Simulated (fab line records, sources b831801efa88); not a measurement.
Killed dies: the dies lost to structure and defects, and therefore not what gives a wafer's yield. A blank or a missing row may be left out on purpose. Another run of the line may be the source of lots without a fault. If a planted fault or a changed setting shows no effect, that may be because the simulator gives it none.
A single fault, viewed from 2 desks | flow gf180mcu | each desk holds nothing but its own numbers, with what lay behind them at the end

THE METROLOGY DESK
Means of the sampled wafers that have a number, per lot and without regard to the tool the lot ran on: this is what the gauges read. Any lot whose mean is over 4 standard deviations away from the usual mean is out of limits and marked OUT; that distance is given in the brackets.
Columns: A = V5_W_THK at GF_V5_THK_MEAS_25, usual 332 nm
lot  | first seen here | A
L288 | day 27 09:59    | 332
L289 | day 27 18:17    | 335
L290 | day 28 08:43    | 323
L291 | day 28 08:54    | 333
L292 | day 28 20:16    | 331
L293 | day 28 23:23    | 338
L298 | day 30 15:50    | 333
L301 | day 31 01:56    | 335
L304 | day 32 07:17    | 331
L306 | day 33 04:21    | 333
L308 | day 33 05:09    | 329
L309 | day 33 07:27    | 333
L310 | day 33 20:53    | 339
L311 | day 33 21:11    | 333
Result from this desk: across the 14 lots, nothing is out of limits.

TOOL OWNER'S DESK, pvd-sputter-04
At GF_M4_SPUTTER_04 (material TiN, target thk 50 nm, time 41.7 s) the tool's own readings: per lot run on this tool, the mean of the sampled wafers that have a number. Any lot whose mean is over 4 standard deviations away from the usual mean is out of limits and marked OUT; that distance is given in the brackets.
Columns: A = throttle-valve-pct at GF_M4_SPUTTER_04, usual 29.6 %
lot  | first seen here | A
L289 | day 22 22:51    | 29.3
L290 | day 23 09:48    | 29.7
L291 | day 23 14:51    | 29.2
L292 | day 24 04:35    | 29.8
L308 | day 29 08:46    | 29.2
L309 | day 29 11:25    | 29.9
L311 | day 30 04:18    | 29.3
Result from this desk: across the 7 lots, nothing is out of limits.

TAKEN TOGETHER
Nothing out of limits was seen by the metrology desk.
Nothing out of limits was seen by the tool owner's desk.

WHAT THE SIMULATOR HAD INSERTED
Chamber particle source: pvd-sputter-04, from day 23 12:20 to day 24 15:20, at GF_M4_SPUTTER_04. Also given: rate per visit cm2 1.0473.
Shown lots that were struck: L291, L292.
